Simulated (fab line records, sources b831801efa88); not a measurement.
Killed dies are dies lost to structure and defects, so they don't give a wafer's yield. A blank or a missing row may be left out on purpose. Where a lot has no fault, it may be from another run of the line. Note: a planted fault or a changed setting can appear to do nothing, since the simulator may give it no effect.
Chamber matching | flow sky130 | 3 sister chambers for SKY_PASSIVATION_CVD_00 on pecvd-02
The step deposits SiO2, target thk 90 nm. 24 wafers are shown with their chamber, then 12 later ones without.

== EACH WAFER AND ITS CHAMBER ==
wafer  | chamber | heater power w (W)
L074.1 | 1       | 684
L074.3 | 2       | 677
L074.5 | 1       | 547
L075.1 | 2       | 748
L075.2 | 1       | 666
L075.3 | 0       | 582
L075.4 | 1       | 696
L075.5 | 0       | 582
L075.6 | 2       | 587
L078.4 | 0       | 567
L078.5 | 1       | 552
L078.6 | 2       | 585
L077.1 | 0       | 591
L077.2 | 1       | 653
L077.5 | 2       | 643
L080.1 | 0       | 539
L080.2 | 2       | 708
L080.3 | 1       | 647
L079.1 | 1       | 570
L079.4 | 2       | 693
L079.5 | 0       | 591
L084.2 | 2       | 724
L084.5 | 0       | 636
L084.6 | 1       | 637

SIGNATURES (means of the wafers above)
reading        | chamber 0 | chamber 1 | chamber 2 | scatter within a chamber
heater power w | 584.00    | 628.00    | 670.62    | 52.1
Rule: a wafer lies at a distance from a chamber equal to the root of the sum of squares, over the readings, of (its reading less the chamber's mean, divided by the reading's scatter). If the next closest chamber is less than 2 further off than the closest, the wafer can't be placed; otherwise it belongs to the closest. The scatter is the square root of a quotient: the sum, over the shown wafers, of each reading's squared deviation from its chamber's mean, divided by wafers minus chambers.

== WAFERS WITHOUT THEIR CHAMBER ==
wafer  | heater power w (W)
L086.1 | 675
L086.2 | 690
L086.5 | 674
L090.1 | 604
L090.3 | 606
L090.6 | 621
L093.1 | 720
L093.3 | 570
L093.4 | 736
L097.1 | 635
L097.2 | 713
L097.3 | 659

== THE CHAMBER EACH PASSED THROUGH ==
wafer  | from the rows above          | in truth
L086.1 | can't be placed: 2 or 1 or 0 | 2
L086.2 | can't be placed: 2 or 1 or 0 | 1
L086.5 | can't be placed: 2 or 1 or 0 | 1
L090.1 | can't be placed: 0 or 1 or 2 | 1
L090.3 | can't be placed: 0 or 1 or 2 | 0
L090.6 | can't be placed: 1 or 0 or 2 | 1
L093.1 | can't be placed: 2 or 1 or 0 | 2
L093.3 | can't be placed: 0 or 1 or 2 | 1
L093.4 | can't be placed: 2 or 1 or 0 | 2
L097.1 | can't be placed: 1 or 2 or 0 | 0
L097.2 | can't be placed: 2 or 1 or 0 | 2
L097.3 | can't be placed: 2 or 1 or 0 | 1
0 of 12 placed correctly. From these rows, 12 cannot be placed; in 12 the true chamber is one of the candidates. Wrongly placed: 0.
